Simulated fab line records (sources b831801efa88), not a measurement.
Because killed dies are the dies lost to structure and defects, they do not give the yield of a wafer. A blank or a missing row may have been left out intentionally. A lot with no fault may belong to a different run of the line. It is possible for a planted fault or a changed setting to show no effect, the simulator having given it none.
8D (eight disciplines) problem report, filled in by code || flow gf180mcu || the parts of the form that need people (team, actions taken, sign-off) are left out

1. THE PROBLEM
V4_CVD_00_THK at GF_V4_THK_MEAS_01 reads a mean of 716 nm on 2 wafers of 2 lots; wafers without a fault read 598 nm with a standard deviation of 6.6. That is +18 standard deviations from the usual mean.
The first sign was on wafer L564.6 at day 27 08:04, on film metro-04. At this step, 36 wafers from 12 lots have a number in the record. By rule, "out" or "out of limits" means more than 4 standard deviations away from the usual mean. The other wafers with a number count as sound.

2. WHAT IT IS, AND WHAT IT ISN'T
{"question": "which readings at this step", "is": "V4_CVD_00_THK", "is not": "-"}
{"question": "which lots", "is": "L564, L567", "is not": "L554, L555, L556, L557, L558, L563, L571, L574, L575, L576"}
{"question": "which wafers of those lots", "is": "L564.6, L567.1", "is not": "L564.1, L564.5, L567.2, L567.4"}
{"question": "read on which gauges", "is": "film metro-04", "is not": "film metro-02, film metro-03"}
{"question": "when", "is": "from day 27 08:04", "is not": "up to then (20 sound wafers); but 14 sound wafers of L567, L571, L574, L575, L576 came after"}

3. WHAT RULES OUT EACH SUSPECT
Counting: any tool at a process step up to the reading remains a suspect provided it ran every lot that is out. Sound lots after the first of them don't rule it out here, since some wafers of a struck lot are sound.
- the gauge at GF_V4_THK_MEAS_01 has been ruled out. All the wafers that are out were read on film metro-04, but those of them that GF_V4_CVD_00 has rows for are out there too, on other tools.
- pvd sputter-03 at GF_M4_SPUTTER_00 (material Ti, target thk 37.5 nm, time 150 s): kept. It ran every lot that is out, first L564 (day 26 10:55); its last sound lot up to then is L563 (day 26 00:29).
- hdpcvd-02 at GF_V4_CVD_00 (deposits SiO2, target thk 600 nm, time 100 s): kept. It ran every lot that is out, first L564 (day 27 08:00); its last sound lot up to then is L563 (day 26 21:56). On those wafers its own readings are out: sih4 flow sccm.
- At GF_V4_CVD_00, inside hdpcvd-02: chamber 2 took the wafers that are out, while their sound lot-mates went through chambers 0, 1.
Remaining after the count are pvd sputter-03 at GF_M4_SPUTTER_00 and hdpcvd-02 at GF_V4_CVD_00.

4. THE CAUSE (what the simulator had put in)
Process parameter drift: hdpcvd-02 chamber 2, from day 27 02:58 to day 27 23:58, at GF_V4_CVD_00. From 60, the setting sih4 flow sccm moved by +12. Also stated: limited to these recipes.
Counting left 2 suspects, and this tool is among them.

5. SEQUENCE OF EFFECTS, ordered by route
Rows list readings where the struck wafers' mean (over those with a number) sits beyond 3 standard deviations from the usual. Only readings for which the record gives a usual standard deviation are gone through. hours: the time from each lot's start at the first step in this table that gives one to its start at this step, as a median over the lots. sigmas: the change in usual standard deviations.
{"hours": 0, "step": "GF_V4_CVD_00", "reading": "sih4 flow sccm", "usual": "60.03 sccm", "on struck wafers": 72.14, "change": "+12.11", "sigmas": "+71"}
{"hours": 0, "step": "GF_V4_THK_MEAS_01", "reading": "V4_CVD_00_THK", "usual": "598 nm", "on struck wafers": 716, "change": "+118", "sigmas": "+18"}
Its process steps:
- GF_V4_CVD_00: deposits SiO2, target thk 600 nm, time 100 s.

6. HOW IT WOULD HAVE BEEN CAUGHT EARLIER
Counted from the fault's start at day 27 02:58, it took 5 hours until the first out-of-limits reading at a measuring or inspecting step in this record, taken at day 27 08:04.
At GF_V4_CVD_00, the tool's own readings (sih4 flow sccm) were out on each struck wafer the step has a row for, so an alarm limit on them would have fired on the first such wafer.
Among the 2 lots that are out, L567 began GF_V4_CVD_00 on hdpcvd-02 after day 27 08:04. Had the tool been put on hold then, it would have been spared.
